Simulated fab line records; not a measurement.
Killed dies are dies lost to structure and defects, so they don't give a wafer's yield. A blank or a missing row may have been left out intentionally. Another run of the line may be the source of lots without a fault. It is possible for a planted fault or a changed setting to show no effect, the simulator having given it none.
Code-filled problem report in 8D (eight disciplines) form    flow sky130    the parts of the form that need people (team, actions taken, sign-off) are left out

## 1. WHAT WENT WRONG
Mean of killed_at_M0_to_M3 at SKY_PAD_OPEN_PROBE_99: 194 across 6 wafers in 2 lots; on wafers with no fault it is 44 (standard deviation 7.7). That puts it +20 standard deviations away from the usual mean.
Seen first at day 49 20:06 on prober-02, wafer L867.1. At this step, 12 wafers from 4 lots have a number in the record. By rule, "out" or "out of limits" means more than 4 standard deviations away from the usual mean. The other wafers with a number count as sound.

## 2. WHAT IT IS, AND WHAT IT ISN'T
question                     is                                                                                                                                         is not
which readings at this step  killed_at_M0_to_M3, defect_limited_yield, killed_dies, killed_on_rim, sort_bin_5_function, sort_bin_6_memory, sort_n_pass, sort_yield_pct  killed_at_M4_up, killed_at_contacts, killed_at_front_end, killed_open
which lots                   L867, L869                                                                                                                                 L851, L858
which wafers of those lots   all that have a number                                                                                                                     -
read on which tools          prober-02                                                                                                                                  prober-01
when                         from day 49 20:06                                                                                                                          up to then (6 sound wafers)

## 3. WHAT RULES OUT EACH SUSPECT
Counting: any tool at a process step up to the reading is kept as a suspect provided that every lot that is out went through it and no sound lot did after the first of them.
- cmp-01 at SKY_VIA2_CMP_24 (polishes, stops on SiO2, t overpolish 20 s, target thk 0 nm): kept. Every lot that is out went through it, starting with L867 (day 41 14:09), and after that it ran no sound lot; the last sound lot it ran before then is L858 (day 39 10:26).
- prober-02 at SKY_PAD_OPEN_PROBE_99: kept. Every lot that is out went through it, starting with L867 (day 49 20:06), and after that it ran no sound lot; the last sound lot it ran before then is L851 (day 46 10:50). Its own readings are out on those wafers: defect_limited_yield, killed_at_M0_to_M3, killed_dies, killed_on_rim, sort_bin_5_function, sort_bin_6_memory, sort_n_pass, sort_yield_pct.
Remaining after the count are cmp-01 at SKY_VIA2_CMP_24 and prober-02 at SKY_PAD_OPEN_PROBE_99.

## 4. THE CAUSE (what the simulator had put in)
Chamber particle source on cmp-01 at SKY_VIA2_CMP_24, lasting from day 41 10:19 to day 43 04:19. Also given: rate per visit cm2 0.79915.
Counting left 2 suspects, and this tool is among them.

## 5. THE CHAIN OF EFFECTS, in route order
Rows list readings where the struck wafers' mean (over those with a number) sits beyond 3 standard deviations from the usual. Only readings whose record carries a usual standard deviation are examined. hours: median over the lots of the time between each lot's start at the first step of this table that gives one and its start at this step. sigmas: the change, counted in usual standard deviations.
hours  step                   reading               usual   on struck wafers  change  sigmas
0      SKY_PAD_OPEN_PROBE_99  defect_limited_yield  82.4 %  53.5              -28.9   -13
0      SKY_PAD_OPEN_PROBE_99  killed_at_M0_to_M3    44      194               +150    +20
0      SKY_PAD_OPEN_PROBE_99  killed_dies           87      229               +142    +13
0      SKY_PAD_OPEN_PROBE_99  killed_on_rim         17      46                +28     +7.5
0      SKY_PAD_OPEN_PROBE_99  sort_bin_3_pad_short  0.8 %   2.6               +1.8    +4.6
0      SKY_PAD_OPEN_PROBE_99  sort_bin_5_function   10.5 %  29.8              +19.3   +12
0      SKY_PAD_OPEN_PROBE_99  sort_bin_6_memory     6.3 %   14.1              +7.8    +6.5
0      SKY_PAD_OPEN_PROBE_99  sort_n_pass           405     263               -142    -13
0      SKY_PAD_OPEN_PROBE_99  sort_yield_pct        82.4 %  53.5              -28.9   -13
Here are the process steps it includes:
- SKY_PAD_OPEN_PROBE_99

## 6. WHAT WOULD HAVE CAUGHT IT SOONER
202 hours passed between the start of the fault at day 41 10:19 and the first reading out of limits in this record, taken at day 49 20:06.
An alarm limit of 4 standard deviations would not have fired on the tool readings at SKY_VIA2_CMP_24 for which the record gives a usual standard deviation, since none of them was out on any struck wafer.
By day 49 20:06 the whole set of lots that are out, 2 in number, had already begun SKY_VIA2_CMP_24 on cmp-01. None of them would have been spared by holding the tool at that moment.
